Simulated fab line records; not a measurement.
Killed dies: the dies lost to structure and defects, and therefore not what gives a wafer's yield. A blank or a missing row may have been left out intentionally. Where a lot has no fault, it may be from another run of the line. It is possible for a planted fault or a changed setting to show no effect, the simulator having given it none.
Which of the tools did it? | flow gf180mcu | 6 lots with 18 wafers sampled at 4 steps, on a route of 602 steps

WHAT THE GAUGES SHOWED, per wafer
GF_HV_LDD_RS_MEAS_53: measures by four-point-probe.
lot  | measured     | on            | HV_LDD_RS (ohm/sq)
L278 | day 12 17:44 | film-metro-02 | 420.8 420.4 419.8
L281 | day 14 11:46 | film-metro-03 | 419.8 419.1 420.9
L285 | day 15 16:02 | film-metro-03 | 418.1 417.0 418.6
L289 | day 16 22:48 | film-metro-01 | 417.3 416.4 416.9
L295 | day 18 14:10 | film-metro-03 | - - -
L297 | day 19 02:35 | film-metro-01 | 420.0 419.0 418.5

WHAT TOOL EACH LOT RAN ON (gives the tool, then ch and the chambers of the sampled wafers, and finally the start)
lot  | GF_POLY_GATE_ETCH_13             | GF_HV_LDD_STRIP_10                   | GF_HV_LDD_IMPLANT_35
L278 | rie-si-01 ch 0,2,3, day 9 17:03  | plasma-asher-03 ch 0,1, day 10 14:03 | implanter-03 ch 0, day 12 00:23
L281 | rie-si-02 ch 0,1,3, day 11 00:56 | plasma-asher-03 ch 0,1, day 12 02:21 | implanter-02 ch 0, day 13 15:09
L285 | rie-si-02 ch 0,2,3, day 11 23:50 | plasma-asher-01 ch 0,1, day 13 00:39 | implanter-04 ch 0, day 14 17:53
L289 | rie-si-02 ch 0,3, day 13 07:39   | plasma-asher-02 ch 0,1, day 14 05:03 | implanter-02 ch 0, day 15 23:58
L295 | rie-si-01 ch 0,3, day 14 12:39   | plasma-asher-02 ch 0,1, day 15 15:54 | implanter-02 ch 0, day 17 13:56
L297 | rie-si-02 ch 1,2, day 15 03:35   | plasma-asher-02 ch 0,1, day 16 03:46 | implanter-03 ch 0, day 18 02:02
- GF_POLY_GATE_ETCH_13: etches poly-Si in HBr/Cl2, stops on SiO2, target depth 198.5 nm, time 69.6 s.
- GF_HV_LDD_STRIP_10: strips in O2/N2.
- GF_HV_LDD_IMPLANT_35

THE ANSWER, worked out from the rows above alone
Rule: the usual values come from the lots themselves. The widest of any qualifying gaps counts: lots, ordered by their means at a reading, are off when they make up no more than a third of the lots, leave a main group of 4 or more, and stand apart from it by 3 or more times the standard deviation of that group's means. A main group whose means are all the same, to the digits that the tables above print for the reading, isn't used. A lot without any number at a reading at which 4 lots or more have one is off too. Any other lot the step has rows for is counted as sound.
Off: at GF_HV_LDD_RS_MEAS_53 (HV_LDD_RS), L295. Without a number there: L295. Main group: mean 418.8 ohm/sq, sd 1.3.
If a tool, at a process step before that reading, ran all the lots that are off and no sound lot after the first of them, it fits. Gauges at GF_HV_LDD_RS_MEAS_53: tried the same way as those tools. Can't be told from this: 3 tools fit, rie-si-01 at GF_POLY_GATE_ETCH_13, implanter-02 at GF_HV_LDD_IMPLANT_35, film-metro-03 at GF_HV_LDD_RS_MEAS_53.

WHAT THE SIMULATOR PUT IN
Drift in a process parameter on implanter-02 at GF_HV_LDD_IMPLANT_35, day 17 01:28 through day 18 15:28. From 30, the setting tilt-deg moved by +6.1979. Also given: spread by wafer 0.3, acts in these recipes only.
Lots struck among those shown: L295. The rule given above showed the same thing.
